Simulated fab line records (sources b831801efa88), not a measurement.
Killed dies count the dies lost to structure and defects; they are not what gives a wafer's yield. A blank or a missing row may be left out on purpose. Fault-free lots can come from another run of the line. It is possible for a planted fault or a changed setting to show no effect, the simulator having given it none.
Matching of chambers | flow gf180mcu | GF_V3_CMP_26 on cmp-02: 4 sister chambers
The step polishes, stops on SiO2, t overpolish 15 s, target thk 0 nm. 8 wafers are shown with their chamber, then 12 later ones without.

## WAFERS, EACH WITH ITS CHAMBER
wafer  | chamber | motor current A (A) | time to endpoint s (s)
L084.4 | 1       | 13.0                | 91
L085.3 | 3       | 9.9                 | 79
L085.4 | 2       | 11.1                | 89
L089.5 | 1       | 13.3                | 93
L089.6 | 0       | 12.2                | 81
L090.1 | 2       | 10.8                | 89
L090.2 | 3       | 9.6                 | 83
L090.3 | 0       | 11.9                | 75

## WAFERS WITH NO CHAMBER GIVEN
wafer  | motor current A (A) | time to endpoint s (s)
L091.3 | 12.3                | 81
L091.4 | 13.2                | 87
L091.5 | 11.9                | 78
L091.1 | 9.9                 | 81
L091.2 | 10.2                | 87
L091.6 | 13.1                | 89
L094.2 | 9.9                 | 79
L094.3 | 12.1                | 80
L094.5 | 10.8                | 91
L097.2 | 10.3                | 91
L097.3 | 12.6                | 79
L097.5 | 12.5                | 85

## THE CHAMBER EACH PASSED THROUGH
wafer  | from the rows above     | in truth
L091.3 | 0                       | 0
L091.4 | 1                       | 1
L091.5 | 0                       | 0
L091.1 | 3                       | 3
L091.2 | can't be placed: 3 or 2 | 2
L091.6 | 1                       | 1
L094.2 | 3                       | 3
L094.3 | 0                       | 0
L094.5 | 2                       | 2
L097.2 | can't be placed: 2 or 3 | 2
L097.3 | 0                       | 0
L097.5 | can't be placed: 0 or 1 | 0
9 of 12 placed correctly. From these rows, 3 cannot be placed; in 3 the true chamber is one of the candidates. 0 placed wrongly.
How it was worked out, from the rows above alone: a wafer's distance from a chamber is the root of the sum, over the readings, of the square of ((its reading less the chamber's mean) divided by the reading's scatter). The wafer belongs to the nearest chamber; if the next one is less than 2 further off, it can't be placed. For every chamber, the mean is computed from those of its wafers that are shown. The scatter: take each reading less its chamber's mean, square it, sum over the shown wafers, divide by the number of wafers less the number of chambers, and take the root.
